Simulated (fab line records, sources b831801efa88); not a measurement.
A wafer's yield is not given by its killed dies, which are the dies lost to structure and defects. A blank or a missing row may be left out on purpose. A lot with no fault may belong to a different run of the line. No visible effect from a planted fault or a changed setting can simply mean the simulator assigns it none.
fab line records	flow sky130
[record] lots = 6	wafers = 18	last_day = 50
route steps=708 shown CAP2M@605 PAD_OPEN@708
lots untouched by any fault: they come from a run of this same line in which no faults occurred
start_h: hours from the record's opening day to when the first of the lot's shown wafers began	wait_h: time in hours since the lot's previous step	" same as the row above	L1.1+2: a row that stands for several wafers	- value missing, or start not given	* or withheld: withheld	< > ~ a bound
route shown NAME@n: a module of which the file shows steps, and the number in the route of the first	usual: average and standard deviation across the fault-free wafers	same: alike in all rows	chamber/n: place in a boat	sites: each site's reading	_std_site: how widely they spread, as a standard deviation	_edge_site: inner sites' mean taken away from outer sites' mean	radius_mm: how far each site lies from the wafer's centre	mask NAME#n: copy n	behind: tool/chamber where the wafer was last shaped	hold: cause of the lot's hold/its duration in hours/its outcome	device: the transistor (n, p or np) that didn't switch	end of line: the same wafers' tests at the end of the route	where a step has no rows: the recipe by itself	killed: not the wafer's yield, but the dies lost to structure and defects at the first sort	map: dies across one wafer; x = killed, . = not, _ = none there
set.NAME: the setting the step ran with; set.NAME@STEP: the setting that earlier step ran with	model.NAME: the simulator's own value behind a step, which no gauge read
lots seen at some steps along the route; tables by step, rows by wafer
services: a tool's chamber out of use, with start hour (start_h, from the record's first day; less than 0 if before it), hours out, and reason
[[steps]]
[step SKY_CAP2M_SPUTTER_02]
[recipe] material = TiN	target_thk_nm = 200	temp_c = 300	power_w = 6500	time_s = 166.7	chamber_pressure_pa = 0.4
[usual] throttle_valve_pct = 29.6/1
lot.wafer	tool	chamber	start_h	wait_h	throttle_valve_pct
L978.1	pvd_sputter-03	-	932.12	0.1	28.0
L978.4	"	-	"	"	29.1
L978.5	"	-	"	"	28.2
L985.2	pvd_sputter-03	-	987.31	0.0	28.2
L985.4	"	-	"	"	29.1
L985.5	"	-	"	"	28.2
L989.1	pvd_sputter-03	-	1007.13	0.1	28.4
L989.2	"	-	"	"	31.0
L989.4	"	-	"	"	28.6
L991.4	pvd_sputter-04	-	1019.13	0.0	30.2
L991.5	"	-	"	"	28.4
L991.6	"	-	"	"	29.9
L995.1	pvd_sputter-03	-	1060.09	0.1	28.5
L995.2	"	-	"	"	29.4
L995.3	"	-	"	"	31.3
L998.1	pvd_sputter-03	-	1069.07	0.1	30.8
L998.2	"	-	"	"	28.3
L998.5	"	-	"	"	29.1
[step SKY_CAP2M_RS_MEAS_03]
[recipe] thk_meas_gauge = four-point-probe	reads = TiN_of_CAP2M_SPUTTER_02
[usual] CAP2M_TIN_RS = 6.94/0.083
lot.wafer	tool	chamber	start_h	wait_h	CAP2M_TIN_RS[ohm/sq]
L978.1	film_metro-02	-	932.23	0.1	6.94
L978.4	"	-	"	"	6.98
L978.5	"	-	"	"	6.95
L985.2	film_metro-03	-	987.44	0.1	6.87
L985.4	"	-	"	"	7.01
L985.5	"	-	"	"	6.85
L989.1	film_metro-03	-	1007.24	0.1	6.94
L989.2	"	-	"	"	6.96
L989.4	"	-	"	"	6.93
L991.4	film_metro-03	-	1019.30	0.1	6.99
L991.5	"	-	"	"	7.02
L991.6	"	-	"	"	6.99
L995.1	film_metro-03	-	1060.20	0.1	7.04
L995.2	"	-	"	"	7.09
L995.3	"	-	"	"	7.01
L998.1	film_metro-02	-	1069.18	0.1	6.84
L998.2	"	-	"	"	6.97
L998.5	"	-	"	"	7.04
[step SKY_CAP2M_THK_MEAS_04]
[recipe] thk_meas_gauge = xrf	reads = TiN_of_CAP2M_SPUTTER_02
[usual] CAP2M_TIN_THK = 200.4/2.6
lot.wafer	tool	chamber	start_h	wait_h	CAP2M_TIN_THK[nm]
L978.1	film_metro-02	-	932.35	0.1	202.7
L978.4	"	-	"	"	201.0
L978.5	"	-	"	"	202.1
L985.2	film_metro-03	-	987.55	0.1	201.8
L985.4	"	-	"	"	197.6
L985.5	"	-	"	"	201.4
L989.1	film_metro-03	-	1007.36	0.1	199.0
L989.2	"	-	"	"	199.2
L989.4	"	-	"	"	200.0
L991.4	film_metro-03	-	1019.39	0.1	197.8
L991.5	"	-	"	"	196.7
L991.6	"	-	"	"	196.9
L995.1	film_metro-03	-	1060.32	0.1	196.8
L995.2	"	-	"	"	195.3
L995.3	"	-	"	"	198.4
L998.1	film_metro-02	-	1069.30	0.1	207.1
L998.2	"	-	"	"	203.5
L998.5	"	-	"	"	200.3
[step SKY_CAP2M_DEHYDRATE_05]
[recipe] temp_c = 200	time_s = 60
[step SKY_CAP2M_HMDS_06]
[recipe] prime_time_s = 60	prime_temp_c = 120
[step SKY_CAP2M_COAT_07]
[recipe] resist = NOVOLAK	spin_rpm = 3000	resist_thk_nm = 1140
[step SKY_CAP2M_SOFTBAKE_08]
[recipe] temp_c = 90	time_s = 60	resist = NOVOLAK
[step SKY_CAP2M_EXPOSE_09]
[recipe] mask_id = CAP2M	na = 0.6	source_shape = conventional	sigma_outer = 0.6	polarization = unpolarized	target_cd_nm = 1000	dose_mj = 159
[step SKY_CAP2M_PEB_10]
[recipe] temp_c = withheld	time_s = *	resist = NOVOLAK
[step SKY_CAP2M_DEVELOP_11]
[recipe] resist = NOVOLAK	developer = TMAH	develop_time_s = 60	dev_temp_c = 23
[step SKY_CAP2M_OVL_MEAS_12]
[usual] CAP2M_OVL = -0.5/1.3
lot.wafer	tool	chamber	start_h	wait_h	CAP2M_OVL[nm]
L978.1	overlay-01	-	956.77	0.1	-2.0
L978.4	"	-	"	"	-2.1
L978.5	"	-	"	"	-1.7
L985.2	overlay-02	-	1010.18	0.1	0.5
L985.4	"	-	"	"	0.6
L985.5	"	-	"	"	0.1
L989.1	overlay-02	-	1029.45	0.1	1.3
L989.2	"	-	"	"	1.3
L989.4	"	-	"	"	0.4
L991.4	overlay-01	-	1041.92	0.1	1.2
L991.5	"	-	"	"	-0.2
L991.6	"	-	"	"	-0.1
L995.1	overlay-01	-	1081.00	0.1	1.3
L995.2	"	-	"	"	-1.1
L995.3	"	-	"	"	1.7
L998.1	overlay-01	-	1090.05	0.1	-1.2
L998.2	"	-	"	"	1.7
L998.5	"	-	"	"	-0.9
[step SKY_CAP2M_METAL_ETCH_13]
[recipe] target_depth_nm = 220	stop_on = SiO2	chemistry = Cl2/BCl3	target = TiN	pressure_mtorr = 10	icp_w = 900	bias_w = 48.5	Cl2_flow_sccm = 60	bcl3_flow_sccm = 30	time_s = 62.9
[usual] drypump_motor_current_A = 5.83/0.28	oes_product_au = 0.939/0.0075	throttle_valve_pct = 21.903/0.0093
lot.wafer	tool	chamber	start_h	wait_h	drypump_motor_current_A	oes_product_au	rf_hours_counter_h	throttle_valve_pct
L978.1	rie_metal-03	1	956.81	0.0	5.84	0.944	7	21.899
L978.4	"	1	"	"	5.81	0.941	-	21.907
L978.5	"	0	"	"	5.99	0.945	-	21.908
L985.2	rie_metal-01	1	1010.21	0.0	5.98	0.934	7	21.895
L985.4	"	1	"	"	5.97	0.937	-	21.916
L985.5	"	0	"	"	5.14	0.940	-	21.894
L989.1	rie_metal-03	0	1029.49	0.0	6.00	0.947	10	21.893
L989.2	"	1	"	"	5.80	0.936	11	21.902
L989.4	"	1	"	"	5.81	0.941	-	21.907
L991.4	rie_metal-03	1	1041.96	0.0	5.78	0.937	-	21.882
L991.5	"	0	"	"	6.03	0.935	-	21.898
L991.6	"	1	"	"	5.78	0.926	-	21.909
L995.1	rie_metal-01	0	1081.04	0.0	5.15	0.930	19	21.901
L995.2	"	1	"	"	6.00	0.929	12	21.914
L995.3	"	0	"	"	5.17	0.937	-	21.903
L998.1	rie_metal-04	1	1090.09	0.0	5.94	0.951	11	21.893
L998.2	"	0	"	"	5.94	0.940	19	21.899
L998.5	"	1	"	"	5.97	0.927	-	21.904
[step SKY_CAP2M_STRIP_14]
[recipe] chemistry = O2/N2	power_w = 1400	pressure_mtorr = 1500	platen_temp_c = withheld	o2_flow_sccm = 3000	n2_flow_sccm = 300	overash_fraction = 0.5
[usual] drypump_motor_current_A = 5.8/0.43	n2_flow_sccm = 300.0/0.89	o2_flow_sccm = 3001/9.4	oes_product_au = 0.711/0.0045	strip_time_to_endpoint_s = 12.68/0.052
lot.wafer	tool	chamber	start_h	wait_h	drypump_motor_current_A	n2_flow_sccm	o2_flow_sccm	oes_product_au	rf_hours_counter_h	strip_time_to_endpoint_s
L978.1	plasma_asher-02	0	956.89	0.1	5.2	299.7	2991	0.702	84	12.58
L978.4	"	0	"	"	5.1	299.9	3005	0.713	-	12.64
L978.5	"	1	"	"	6.2	300.6	2996	0.713	-	12.67
L985.2	plasma_asher-03	0	1010.29	0.1	6.1	299.6	3008	0.710	115	12.68
L985.4	"	0	"	"	6.2	299.7	2999	0.708	-	12.67
L985.5	"	1	"	"	6.2	299.9	2996	0.711	-	12.69
L989.1	plasma_asher-02	0	1029.57	0.1	5.1	300.4	3570	0.718	91	12.54
L989.2	"	1	"	"	6.2	299.1	3607	0.712	91	12.54
L989.4	"	0	"	"	5.1	300.6	3589	0.718	-	12.57
L991.4	plasma_asher-02	1	1042.05	0.1	6.2	300.1	3600	0.715	-	12.56
L991.5	"	0	"	"	5.2	301.4	3621	0.713	-	12.58
L991.6	"	1	"	"	6.2	298.6	3613	0.713	-	12.55
L995.1	plasma_asher-04	0	1081.12	0.1	5.7	299.1	3000	0.717	65	12.70
L995.2	"	1	"	"	6.0	299.9	2992	0.723	65	12.73
L995.3	"	0	"	"	5.7	300.7	2996	0.722	-	12.71
L998.1	plasma_asher-03	0	1090.17	0.1	6.2	299.9	2997	0.710	3	12.70
L998.2	"	1	"	"	6.2	300.6	2996	0.709	3	12.70
L998.5	"	0	"	"	6.2	300.1	2991	0.715	-	12.68
[step SKY_CAP2M_STRIP_15]
[recipe] chemistry = post_etch_residue_remover	time_s = 1200	temp_c = 72.5
[step SKY_PAD_OPEN_PROBE_99]
[usual] defect_limited_yield = 82.1/1.7	killed_at_M0_to_M3 = 44/6.4	killed_at_M4_up = 3.0/1.8	killed_at_contacts = 24/5	killed_at_front_end = 16/4.3	killed_at_other = 0.4/0.76	killed_dies = 88/8.6	killed_open = 47/7.2	killed_short = 40/5.5	sort_bin_3_pad_short = 0.9/0.44	sort_bin_5_function = 10.6/1.5	sort_bin_6_memory = 6.4/1.2	sort_n_pass = 404/8.6	sort_yield_pct = 82.1/1.7
[same] gross_dies = 492	killed_at_back_side = 0	sort_bin_4_leakage[%] = 0	sort_bin_8_speed[%] = 0
lot.wafer	tool	chamber	start_h	wait_h	defect_limited_yield[%]	killed_at_M0_to_M3	killed_at_M4_up	killed_at_contacts	killed_at_front_end	killed_at_other	killed_dies	killed_open	killed_short	sort_bin_3_pad_short[%]	sort_bin_5_function[%]	sort_bin_6_memory[%]	sort_n_pass	sort_yield_pct[%]
L978.1	prober-02	-	1077.92	0.1	83.5	37	6	15	20	3	81	40	39	1.2	9.6	5.7	411	83.5
L978.4	prober-02	-	1078.07	0.2	85.0	33	2	27	12	0	74	38	36	0.8	9.8	4.5	418	85.0
L978.5	prober-02	-	1078.12	0.2	79.3	53	2	26	20	1	102	56	45	0.8	12.6	7.3	390	79.3
L985.2	prober-01	-	1122.93	0.1	81.7	41	2	29	16	2	90	46	44	1.2	10.6	6.5	402	81.7
L985.4	prober-01	-	1123.03	0.2	82.1	44	2	25	15	2	88	45	42	0.6	11.6	5.7	404	82.1
L985.5	prober-01	-	1123.08	0.2	85.2	36	2	20	14	1	73	41	32	1.2	9.3	4.3	419	85.2
L989.1	prober-01	-	1139.22	0.1	83.5	42	5	21	13	0	81	41	39	1.2	8.5	6.7	411	83.5
L989.2	prober-01	-	1139.27	0.1	84.3	36	4	24	13	0	77	39	37	0.8	9.8	5.1	415	84.3
L989.4	prober-01	-	1139.37	0.2	82.3	42	4	26	13	2	87	41	45	1.0	10.2	6.5	405	82.3
L991.4	prober-01	-	1149.67	0.2	83.1	44	1	23	15	0	83	51	32	0.4	10.4	6.1	409	83.1
L991.5	prober-01	-	1149.72	0.2	84.3	43	2	20	11	1	77	39	38	1.0	8.3	6.3	415	84.3
L991.6	prober-01	-	1149.77	0.2	83.3	45	1	21	14	1	82	42	40	0.6	10.6	5.5	410	83.3
L995.1	prober-02	-	1180.17	0.1	81.9	38	1	27	23	0	89	49	40	0.6	12.0	5.5	403	81.9
L995.2	prober-02	-	1180.22	0.1	77.6	54	3	33	19	1	110	63	47	0.6	13.0	8.7	382	77.6
L995.3	prober-02	-	1180.27	0.2	82.3	43	2	21	21	0	87	44	43	1.6	9.1	6.9	405	82.3
L998.1	prober-02	-	1190.37	0.1	82.1	37	3	29	19	0	88	44	43	0.4	11.4	6.1	404	82.1
L998.2	prober-02	-	1190.42	0.1	81.7	45	5	26	13	1	90	50	40	1.0	10.2	7.1	402	81.7
L998.5	prober-02	-	1190.57	0.2	80.7	45	6	30	14	0	95	50	44	0.6	9.3	9.3	397	80.7
// killed by level:class
L978.1 VIA1:geometric_particle:open=8 CONTACT:geometric_particle:open=7 METAL2:geometric_particle:short=7 FIELD_ISO:geometric_particle:open=5 METAL1:geometric_particle:short=5 VIA3:geometric_particle:open=4 VIA2:geometric_particle:open=4 METAL4:geometric_particle:short=4
L978.4 CONTACT:geometric_particle:open=12 VIA1:geometric_particle:open=9 CONTACT:geometric_particle:short=7 FIELD_ISO:geometric_particle:short=5 METAL1:geometric_particle:short=5 VIA2:geometric_particle:open=5 LOCAL_INTERCONNECT:geometric_particle:short=4 VIA2:geometric_particle:short=4
L978.5 VIA2:geometric_particle:open=10 VIA3:geometric_particle:open=10 FIELD_ISO:geometric_particle:open=9 LI_CONTACT:geometric_particle:open=9 CONTACT:geometric_particle:open=6 VIA1:geometric_particle:open=6 METAL3:geometric_particle:short=5 POLY_GATE:geometric_particle:short=5
L985.2 CONTACT:geometric_particle:open=10 VIA1:geometric_particle:open=9 VIA2:geometric_particle:open=9 CONTACT:geometric_particle:short=8 POLY_GATE:geometric_particle:short=7 VIA3:geometric_particle:open=5 LI_CONTACT:geometric_particle:short=4 LI_CONTACT:geometric_particle:open=4
L985.4 CONTACT:geometric_particle:open=7 CONTACT:geometric_particle:short=7 VIA2:geometric_particle:open=7 METAL1:geometric_particle:short=6 LI_CONTACT:geometric_particle:open=6 FIELD_ISO:geometric_particle:open=5 VIA1:geometric_particle:open=5 METAL2:geometric_particle:short=5
L985.5 VIA3:geometric_particle:open=10 CONTACT:geometric_particle:short=6 VIA1:geometric_particle:open=6 LI_CONTACT:geometric_particle:open=5 CONTACT:geometric_particle:open=5 METAL2:geometric_particle:short=5 FIELD_ISO:geometric_particle:open=4 POLY_GATE:geometric_particle:short=3
L989.1 VIA1:geometric_particle:short=10 VIA1:geometric_particle:open=8 CONTACT:geometric_particle:open=7 LI_CONTACT:geometric_particle:open=6 VIA2:geometric_particle:open=6 METAL2:geometric_particle:short=4 CONTACT:geometric_particle:short=4 METAL1:geometric_particle:short=4
L989.2 METAL1:geometric_particle:short=10 VIA1:geometric_particle:open=10 CONTACT:geometric_particle:open=8 POLY_GATE:geometric_particle:short=5 LI_CONTACT:geometric_particle:open=5 VIA2:geometric_particle:open=4 VIA3:geometric_particle:short=4 POLY_GATE:geometric_particle:open=3
L989.4 VIA1:geometric_particle:open=13 CONTACT:geometric_particle:open=9 METAL1:geometric_particle:short=9 LI_CONTACT:geometric_particle:short=6 VIA1:geometric_particle:short=5 VIA3:geometric_particle:open=5 FIELD_ISO:geometric_particle:short=4 CONTACT:geometric_particle:short=4
L991.4 VIA2:geometric_particle:open=10 VIA1:geometric_particle:open=9 LI_CONTACT:geometric_particle:open=8 CONTACT:geometric_particle:open=8 VIA1:geometric_particle:short=6 POLY_GATE:geometric_particle:short=5 VIA3:geometric_particle:open=5 METAL2:geometric_particle:short=4
L991.5 VIA2:geometric_particle:open=8 LI_CONTACT:geometric_particle:open=7 METAL1:geometric_particle:short=7 METAL2:geometric_particle:short=7 CONTACT:geometric_particle:open=6 VIA1:geometric_particle:short=5 VIA2:geometric_particle:short=4 FIELD_ISO:geometric_particle:open=3
L991.6 CONTACT:geometric_particle:open=9 VIA1:geometric_particle:open=9 VIA1:geometric_particle:short=8 METAL1:geometric_particle:short=7 VIA2:geometric_particle:open=5 LI_CONTACT:geometric_particle:open=4 METAL3:geometric_particle:short=4 FIELD_ISO:geometric_particle:open=3
L995.1 VIA1:geometric_particle:open=10 VIA3:geometric_particle:open=10 FIELD_ISO:geometric_particle:open=8 LOCAL_INTERCONNECT:geometric_particle:short=7 CONTACT:geometric_particle:short=6 CONTACT:geometric_particle:open=6 LI_CONTACT:geometric_particle:open=5 VIA3:geometric_particle:short=5
L995.2 LI_CONTACT:geometric_particle:open=16 VIA1:geometric_particle:open=15 POLY_GATE:geometric_particle:short=8 CONTACT:geometric_particle:open=8 METAL2:geometric_particle:short=8 VIA1:geometric_particle:short=7 VIA2:geometric_particle:open=7 METAL1:geometric_particle:short=6
L995.3 VIA3:geometric_particle:open=8 VIA1:geometric_particle:open=8 VIA2:geometric_particle:short=8 LI_CONTACT:geometric_particle:open=7 LOCAL_INTERCONNECT:geometric_particle:short=7 FIELD_ISO:geometric_particle:short=6 FIELD_ISO:geometric_particle:open=5 POLY_GATE:geometric_particle:open=4
L998.1 CONTACT:geometric_particle:open=12 VIA1:geometric_particle:open=9 VIA3:geometric_particle:open=7 FIELD_ISO:geometric_particle:short=6 CONTACT:geometric_particle:short=6 VIA2:geometric_particle:open=6 POLY_GATE:geometric_particle:open=5 LOCAL_INTERCONNECT:geometric_particle:short=5
L998.2 VIA2:geometric_particle:open=9 CONTACT:geometric_particle:open=8 CONTACT:geometric_particle:short=7 VIA3:geometric_particle:open=7 LI_CONTACT:geometric_particle:open=6 VIA1:geometric_particle:open=5 METAL2:geometric_particle:short=5 METAL3:geometric_particle:short=5
L998.5 CONTACT:geometric_particle:open=12 VIA1:geometric_particle:open=12 LI_CONTACT:geometric_particle:open=7 VIA2:geometric_particle:open=7 FIELD_ISO:geometric_particle:short=5 CONTACT:geometric_particle:short=5 VIA1:geometric_particle:short=5 POLY_GATE:geometric_particle:short=4
[[services]]
tool	chamber	start_h	hours	kind
rie_metal-04	-	914.62	5.7	repair
pvd_sputter-03	-	928.79	0.6	repair
rie_metal-01	-	942.61	0.2	repair
plasma_asher-03	-	947.70	14.6	pm
rie_metal-04	0	988.36	15.6	repair
pvd_sputter-03	-	999.83	1.9	repair
pvd_sputter-04	-	1020.70	25.5	repair
pvd_sputter-03	-	1029.83	0.6	repair
pvd_sputter-04	-	1037.26	3.9	repair
rie_metal-04	1	1048.15	2.4	repair
pvd_sputter-03	-	1054.86	1.7	repair
plasma_asher-03	-	1055.25	9.0	pm
plasma_asher-03	0	1055.25	9.0	vent_cycle
plasma_asher-03	1	1055.25	9.0	vent_cycle
plasma_asher-03	0	1064.25	-	clean
plasma_asher-03	1	1064.25	-	clean
pvd_sputter-04	-	1067.73	3.7	repair
pvd_sputter-03	-	1069.94	2.9	repair
pvd_sputter-04	-	1080.07	1.6	repair
[[key]]
[first_sign] step = SKY_CAP2M_STRIP_14	reading = o2_flow_sccm	direction = up	sigmas = 64	usual = 3001	struck = 3600
[effect] step = SKY_CAP2M_STRIP_14	reading = strip_time_to_endpoint_s	direction = down	sigmas = 2.4	usual = *	struck = *
met_at SKY_CAP2M_STRIP_14
struck_wafers L989.1,L989.2,L989.4,L991.4,L991.5,L991.6
onset_between 956.89 1029.57
[fault] kind = process_parameter_drift	tool = plasma_asher-02	chamber = -	onset_h = 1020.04	steps = SKY_CAP2M_STRIP_14	channel = o2_flow_sccm	offset = 600	shape = step	end_h = 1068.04	acts_in = these_recipes_only	stated = 3000
